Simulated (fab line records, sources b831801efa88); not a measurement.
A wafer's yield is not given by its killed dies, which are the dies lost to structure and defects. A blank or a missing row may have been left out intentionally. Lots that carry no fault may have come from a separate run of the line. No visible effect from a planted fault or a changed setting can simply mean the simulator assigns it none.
Which tool is to blame? :: flow sky130 :: 12 lots, 36 wafers sampled, at 5 steps of a route of 708

== WHAT EACH GAUGE READ, for each wafer ==
SKY_GATE_OXIDE_TW_MEAS_14. Usual: for GATE_OXIDE_TW the level is 223.9 and the standard deviation is 1.8.
lot: L694
measured: day 13 15:12
on: film-metro-03
GATE_OXIDE_TW: 225.1 226.3 224.8
flag: 

lot: L695
measured: day 13 22:26
on: film-metro-03
GATE_OXIDE_TW: 224.5 225.2 224.4
flag: 

lot: L696
measured: day 14 05:34
on: film-metro-04
GATE_OXIDE_TW: 225.3 227.2 227.3
flag: 

lot: L697
measured: day 14 15:25
on: film-metro-04
GATE_OXIDE_TW: 226.6 228.4 225.4
flag: 

lot: L698
measured: day 15 02:31
on: film-metro-04
GATE_OXIDE_TW: 226.2 225.7 224.7
flag: 

lot: L699
measured: day 15 05:43
on: film-metro-04
GATE_OXIDE_TW: 224.0 224.9 224.8
flag: 

lot: L700
measured: day 15 11:59
on: film-metro-02
GATE_OXIDE_TW: 220.8 221.2 220.4
flag: 

lot: L701
measured: day 15 22:05
on: film-metro-02
GATE_OXIDE_TW: 220.9 220.2 221.1
flag: 

lot: L704
measured: day 17 02:44
on: film-metro-04
GATE_OXIDE_TW: 223.6 223.9 224.6
flag: 

lot: L705
measured: day 17 17:09
on: film-metro-03
GATE_OXIDE_TW: 223.6 223.8 224.0
flag: 

lot: L706
measured: day 18 01:49
on: film-metro-04
GATE_OXIDE_TW: 224.8 224.4 224.9
flag: 

lot: L707
measured: day 18 06:55
on: film-metro-04
GATE_OXIDE_TW: 224.2 224.7 224.7
flag: 

SKY_LDD_P_OVL_MEAS_08. Usual: for LDD_P_OVL the level is 0.3 nm and the standard deviation is 1.3.
lot: L694
measured: day 18 14:22
on: overlay-02
LDD_P_OVL (nm): 1.8 2.1 2.6
flag: 

lot: L695
measured: day 19 03:31
on: overlay-01
LDD_P_OVL (nm): -0.3 1.2 0.0
flag: 

lot: L696
measured: day 19 11:51
on: overlay-02
LDD_P_OVL (nm): -3.4 -1.9 -1.5
flag: 

lot: L697
measured: day 19 23:22
on: overlay-01
LDD_P_OVL (nm): 1.3 1.9 1.6
flag: 

lot: L698
measured: day 20 09:23
on: overlay-02
LDD_P_OVL (nm): 0.2 2.2 1.8
flag: 

lot: L699
measured: day 20 12:50
on: overlay-02
LDD_P_OVL (nm): 2.2 1.0 1.6
flag: 

lot: L700
measured: day 20 20:36
on: overlay-02
LDD_P_OVL (nm): 0.2 0.7 2.8
flag: 

lot: L701
measured: day 21 07:52
on: overlay-01
LDD_P_OVL (nm): -1.3 -0.2 -2.0
flag: 

lot: L704
measured: day 22 15:14
on: overlay-01
LDD_P_OVL (nm): -0.5 -0.4 1.6
flag: 

lot: L705
measured: day 23 08:02
on: overlay-02
LDD_P_OVL (nm): 0.2 -1.0 0.9
flag: 

lot: L706
measured: day 23 11:23
on: overlay-01
LDD_P_OVL (nm): 0.5 -0.5 0.7
flag: 

lot: L707
measured: day 23 17:13
on: overlay-01
LDD_P_OVL (nm): -0.9 0.2 -0.6
flag: 

== WHICH TOOL RAN EACH LOT (tool, then ch and the chambers of the sampled wafers, then the start) ==
lot: L694
SKY_GATE_OXIDE_STRIP_13: plasma-asher-02 ch 0,1, day 13 15:07
SKY_LDD_N_IMPLANT_08: implanter-03 ch 0, day 17 07:26
SKY_LDD_N_STRIP_16: plasma-asher-03 ch 0,1, day 17 08:35

lot: L695
SKY_GATE_OXIDE_STRIP_13: plasma-asher-02 ch 0,1, day 13 22:19
SKY_LDD_N_IMPLANT_08: implanter-04 ch 0, day 17 19:58
SKY_LDD_N_STRIP_16: plasma-asher-01 ch 0,1, day 17 21:09

lot: L696
SKY_GATE_OXIDE_STRIP_13: plasma-asher-01 ch 0,1, day 14 05:28
SKY_LDD_N_IMPLANT_08: implanter-01 ch 0, day 18 01:45
SKY_LDD_N_STRIP_16: plasma-asher-01 ch 0,1, day 18 05:30

lot: L697
SKY_GATE_OXIDE_STRIP_13: plasma-asher-02 ch 0, day 14 15:18
SKY_LDD_N_IMPLANT_08: implanter-01 ch 0, day 18 14:36
SKY_LDD_N_STRIP_16: plasma-asher-03 ch 1, day 18 15:46

lot: L698
SKY_GATE_OXIDE_STRIP_13: plasma-asher-02 ch 0,1, day 15 02:25
SKY_LDD_N_IMPLANT_08: implanter-04 ch 0, day 19 00:51
SKY_LDD_N_STRIP_16: plasma-asher-03 ch 0,1, day 19 02:03

lot: L699
SKY_GATE_OXIDE_STRIP_13: plasma-asher-01 ch 0,1, day 15 05:36
SKY_LDD_N_IMPLANT_08: implanter-03 ch 0, day 19 04:14
SKY_LDD_N_STRIP_16: plasma-asher-04 ch 0,1, day 19 05:24

lot: L700
SKY_GATE_OXIDE_STRIP_13: plasma-asher-02 ch 0,1, day 15 11:53
SKY_LDD_N_IMPLANT_08: implanter-04 ch 0, day 19 12:40
SKY_LDD_N_STRIP_16: plasma-asher-03 ch 0,1, day 19 13:52

lot: L701
SKY_GATE_OXIDE_STRIP_13: plasma-asher-03 ch 0,1, day 15 21:58
SKY_LDD_N_IMPLANT_08: implanter-04 ch 0, day 19 23:36
SKY_LDD_N_STRIP_16: plasma-asher-01 ch 0,1, day 20 00:46

lot: L704
SKY_GATE_OXIDE_STRIP_13: plasma-asher-03 ch 0,1, day 17 02:37
SKY_LDD_N_IMPLANT_08: implanter-04 ch 0, day 21 06:52
SKY_LDD_N_STRIP_16: plasma-asher-03 ch 0, day 21 08:03

lot: L705
SKY_GATE_OXIDE_STRIP_13: plasma-asher-02 ch 0,1, day 17 17:03
SKY_LDD_N_IMPLANT_08: implanter-03 ch 0, day 22 00:01
SKY_LDD_N_STRIP_16: plasma-asher-03 ch 0,1, day 22 01:13

lot: L706
SKY_GATE_OXIDE_STRIP_13: plasma-asher-02 ch 0,1, day 18 01:42
SKY_LDD_N_IMPLANT_08: implanter-01 ch 0, day 22 04:19
SKY_LDD_N_STRIP_16: plasma-asher-01 ch 1, day 22 05:30

lot: L707
SKY_GATE_OXIDE_STRIP_13: plasma-asher-01 ch 0,1, day 18 06:48
SKY_LDD_N_IMPLANT_08: implanter-04 ch 0, day 22 09:41
SKY_LDD_N_STRIP_16: plasma-asher-04 ch 0,1, day 22 10:51
- SKY_GATE_OXIDE_STRIP_13: strips in O2/N2.
- SKY_LDD_N_IMPLANT_08
- SKY_LDD_N_STRIP_16: strips in O2/N2.

== WHAT THE TOOLS THEMSELVES READ (means of the sampled wafers that have a number; where no wafer has one, the mark that the record gives instead) ==
SKY_GATE_OXIDE_STRIP_13. Usual: drypump-motor-current-A 5.9 A, standard deviation 0.32; oes-product-au 0.716 a.u., standard deviation 0.0045; strip-time-to-endpoint-s 14.19 s, standard deviation 0.034.
lot: L694
tool: plasma-asher-02
drypump-motor-current-A (A): 5.7
oes-product-au (a.u.): 0.718
strip-time-to-endpoint-s (s): 14.19
flag: 

lot: L695
tool: plasma-asher-02
drypump-motor-current-A (A): 5.9
oes-product-au (a.u.): 0.718
strip-time-to-endpoint-s (s): 14.22
flag: 

lot: L696
tool: plasma-asher-01
drypump-motor-current-A (A): 6.4
oes-product-au (a.u.): 0.712
strip-time-to-endpoint-s (s): 14.20
flag: 

lot: L697
tool: plasma-asher-02
drypump-motor-current-A (A): 5.6
oes-product-au (a.u.): 0.716
strip-time-to-endpoint-s (s): 14.21
flag: 

lot: L698
tool: plasma-asher-02
drypump-motor-current-A (A): 5.7
oes-product-au (a.u.): 0.717
strip-time-to-endpoint-s (s): 14.21
flag: 

lot: L699
tool: plasma-asher-01
drypump-motor-current-A (A): 6.4
oes-product-au (a.u.): 0.715
strip-time-to-endpoint-s (s): 14.22
flag: 

lot: L700
tool: plasma-asher-02
drypump-motor-current-A (A): 5.7
oes-product-au (a.u.): 0.718
strip-time-to-endpoint-s (s): 14.22
flag: 

lot: L701
tool: plasma-asher-03
drypump-motor-current-A (A): 5.6
oes-product-au (a.u.): 0.718
strip-time-to-endpoint-s (s): 14.19
flag: 

lot: L704
tool: plasma-asher-03
drypump-motor-current-A (A): 5.8
oes-product-au (a.u.): 0.711
strip-time-to-endpoint-s (s): 14.17
flag: 

lot: L705
tool: plasma-asher-02
drypump-motor-current-A (A): 5.9
oes-product-au (a.u.): 0.713
strip-time-to-endpoint-s (s): 14.23
flag: 

lot: L706
tool: plasma-asher-02
drypump-motor-current-A (A): 5.9
oes-product-au (a.u.): 0.718
strip-time-to-endpoint-s (s): 14.16
flag: 

lot: L707
tool: plasma-asher-01
drypump-motor-current-A (A): 6.4
oes-product-au (a.u.): 0.716
strip-time-to-endpoint-s (s): 14.19
flag: 

SKY_LDD_N_IMPLANT_08. Usual: rotation-deg 22.999 degrees, standard deviation 0.02.
lot: L694
tool: implanter-03
rotation-deg (degrees): 22.991
flag: 

lot: L695
tool: implanter-04
rotation-deg (degrees): 22.990
flag: 

lot: L696
tool: implanter-01
rotation-deg (degrees): 23.024
flag: 

lot: L697
tool: implanter-01
rotation-deg (degrees): 23.004
flag: 

lot: L698
tool: implanter-04
rotation-deg (degrees): 22.996
flag: 

lot: L699
tool: implanter-03
rotation-deg (degrees): 23.001
flag: 

lot: L700
tool: implanter-04
rotation-deg (degrees): 22.987
flag: 

lot: L701
tool: implanter-04
rotation-deg (degrees): 23.013
flag: 

lot: L704
tool: implanter-04
rotation-deg (degrees): 23.034
flag: 

lot: L705
tool: implanter-03
rotation-deg (degrees): 23.016
flag: 

lot: L706
tool: implanter-01
rotation-deg (degrees): 22.976
flag: 

lot: L707
tool: implanter-04
rotation-deg (degrees): 22.984
flag: 

SKY_LDD_N_STRIP_16. Usual: drypump-motor-current-A 5.9 A, standard deviation 0.41; oes-product-au 0.406 a.u., standard deviation 0.0042; strip-time-to-endpoint-s 4.314 s, standard deviation 0.015.
lot: L694
tool: plasma-asher-03
drypump-motor-current-A (A): 5.8
oes-product-au (a.u.): 0.403
strip-time-to-endpoint-s (s): 4.309
flag: 

lot: L695
tool: plasma-asher-01
drypump-motor-current-A (A): 6.4
oes-product-au (a.u.): 0.404
strip-time-to-endpoint-s (s): 4.301
flag: 

lot: L696
tool: plasma-asher-01
drypump-motor-current-A (A): 6.5
oes-product-au (a.u.): 0.403
strip-time-to-endpoint-s (s): 4.321
flag: 

lot: L697
tool: plasma-asher-03
drypump-motor-current-A (A): 5.9
oes-product-au (a.u.): 0.410
strip-time-to-endpoint-s (s): 4.322
flag: 

lot: L698
tool: plasma-asher-03
drypump-motor-current-A (A): 5.8
oes-product-au (a.u.): 0.406
strip-time-to-endpoint-s (s): 4.306
flag: 

lot: L699
tool: plasma-asher-04
drypump-motor-current-A (A): 5.8
oes-product-au (a.u.): 0.402
strip-time-to-endpoint-s (s): 4.313
flag: 

lot: L700
tool: plasma-asher-03
drypump-motor-current-A (A): 5.8
oes-product-au (a.u.): 0.403
strip-time-to-endpoint-s (s): 4.317
flag: 

lot: L701
tool: plasma-asher-01
drypump-motor-current-A (A): 6.4
oes-product-au (a.u.): 0.410
strip-time-to-endpoint-s (s): 4.335
flag: 

lot: L704
tool: plasma-asher-03
drypump-motor-current-A (A): 5.5
oes-product-au (a.u.): 0.407
strip-time-to-endpoint-s (s): 4.230
flag: OFF

lot: L705
tool: plasma-asher-03
drypump-motor-current-A (A): 5.7
oes-product-au (a.u.): 0.406
strip-time-to-endpoint-s (s): 4.210
flag: OFF

lot: L706
tool: plasma-asher-01
drypump-motor-current-A (A): 6.5
oes-product-au (a.u.): 0.406
strip-time-to-endpoint-s (s): 4.230
flag: OFF

lot: L707
tool: plasma-asher-04
drypump-motor-current-A (A): 5.8
oes-product-au (a.u.): 0.407
strip-time-to-endpoint-s (s): 4.218
flag: OFF

== THE ANSWER, worked out from the rows above alone ==
Rule: a lot is off if the mean of its wafers that have a number lies more than 3 standard deviations from the usual mean. A lot without any number at a reading at which 4 lots or more have one is off too. Any other lot the step has rows for is counted as sound. First the gauges in route order, then the tools' own readings, where a lot's mean is used as printed above. The first step at which some lot is off is used, and at that step the reading that is off furthest; a lot without a number counts as furthest.
Off: L704, L705, L706, L707 (SKY_LDD_N_STRIP_16, strip-time-to-endpoint-s).
If a tool, at that step or one of the process steps before it, ran each lot that is off and ran no sound lot following the first of them, it fits. Of those tried, none fits.

== WHAT HAD BEEN PUT IN BY THE SIMULATOR ==
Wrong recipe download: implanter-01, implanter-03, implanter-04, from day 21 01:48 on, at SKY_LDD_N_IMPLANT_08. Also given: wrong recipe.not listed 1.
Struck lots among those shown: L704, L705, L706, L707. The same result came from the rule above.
